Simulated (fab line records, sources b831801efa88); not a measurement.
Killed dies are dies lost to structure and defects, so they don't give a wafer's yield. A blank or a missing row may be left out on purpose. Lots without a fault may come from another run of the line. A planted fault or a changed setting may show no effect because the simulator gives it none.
Split-lot experiment | flow gf180mcu | 5 lots, 14 wafers read, on a route of 602 steps

THE SPLIT
At GF_M2_COAT_09 (resist thk 1000 nm), the setting resist_thk_nm was moved away from the recipe's 1000 nm on 5 of the 14 wafers read, by -4.0% to +3.1%. The other wafers ran this setting at the recipe's value.

FROM THE SPLIT TO THE READING: what the file shows between them, 2 steps
- GF_M2_SOFTBAKE_10: time 60 s
- GF_M2_EXPOSE_11: exposes mask Metal2, target cd 280 nm

THE READING
KrF_of_M2_COAT_09.thk_nm (the simulator's own value, which no gauge read), in nm, at GF_M2_METAL_ETCH_16 (etches the open film in Cl2/BCl3, stops on SiO2, target depth 627.5 nm, time 104.6 s). The file gives no usual value for it. The 9 wafers here that ran the recipe average 735.1 nm, standard deviation 4.2 nm.

wafer  | tool, chamber at the split | resist_thk_nm as run, nm | against the recipe | KrF_of_M2_COAT_09.thk_nm, nm | against lot-mates on the recipe
L074.4 | litho_track-04, 0          | 1031                     | +3.1%              | 765.3                        | +32.7
L074.5 | litho_track-04, 0          | 1000                     | recipe             | 732.6                        | -
L077.1 | litho_track-02, 0          | 983.3                    | -1.7%              | 717.9                        | -22.6
L077.2 | litho_track-02, 0          | 983.3                    | -1.7%              | 721.4                        | -19.1
L077.4 | litho_track-02, 0          | 983.3                    | -1.7%              | 717.8                        | -22.8
L077.5 | litho_track-02, 0          | 1000                     | recipe             | 742.8                        | -
L077.6 | litho_track-02, 0          | 1000                     | recipe             | 738.3                        | -
L081.3 | litho_track-02, 0          | 1000                     | recipe             | 731.1                        | -
L081.6 | litho_track-02, 0          | 960.4                    | -4.0%              | 692.4                        | -38.7
L082.2 | litho_track-01, 0          | 1000                     | recipe             | 731.3                        | -
L082.3 | litho_track-01, 0          | 1000                     | recipe             | 730                          | -
L082.5 | litho_track-01, 0          | 1000                     | recipe             | 733.5                        | -
L084.2 | litho_track-01, 0          | 1000                     | recipe             | 739                          | -
L084.3 | litho_track-01, 0          | 1000                     | recipe             | 737.7                        | -

THE FIT
A straight line over all 14 wafers: KrF_of_M2_COAT_09.thk_nm changes by +10.2 nm for each +1% of resist_thk_nm; r = +0.97; the points scatter about the line by 3.8 nm.
The same after taking each lot's own level away (the mean of its wafers on the recipe; 14 wafers): +10.7 nm for each +1%; r = +0.99; scatter 2.5 nm.
On that fit, the largest move of resist_thk_nm shifts the reading by 42 nm.
The lots' own levels span 731.10 to 740.55 nm, that is 2.3 times the standard deviation above.
So the lot-to-lot level changes the slope little: the two slopes agree.
Check: with one of the wafers moved furthest among these (-4.0%) left out of the fit, the line predicts -46.5 nm for it against its lot-mates. It came out at -38.7 nm against them.

OTHER SPLITS ON THESE WAFERS
These wafers also went through other splits before the reading. Each is held against what the fit with the lots' levels taken away leaves over:
other split on the same wafers | wafers away from the commonest value | r with KrF_of_M2_COAT_09.thk_nm (lot level and that fit taken away)
GF_V1_SOFTBAKE_10 time_s       | 5                                    | -0.34
GF_V1_SPUTTER_21 time_s        | 7                                    | +0.42
GF_M2_SPUTTER_03 power_w       | 2                                    | +0.53

THE WHOLE CHAIN: every reading that the file lists as answering this split, in the file's order
step                | what it does                                                                         | reading                                                                   | change (the file's fit)              | r (the file's)
GF_M2_COAT_09       | resist thk 1000 nm                                                                   | KrF_of_M2_COAT_09.thk_nm (the simulator's own value, which no gauge read) | +10.4 nm for each +1% of the setting | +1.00
GF_M2_METAL_ETCH_16 | etches the open film in Cl2/BCl3, stops on SiO2, target depth 627.5 nm, time 104.6 s | KrF_of_M2_COAT_09.thk_nm (the simulator's own value, which no gauge read) | +10.7 nm for each +1% of the setting | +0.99
GF_M2_STRIP_17      | strips in O2/N2                                                                      | strip_time_to_endpoint_s                                                  | withheld for each +1% of the setting | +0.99

THE FILE'S OWN FIT
KrF_of_M2_COAT_09.thk_nm changes by +10.7 nm for each +1% of resist_thk_nm, r = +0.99.
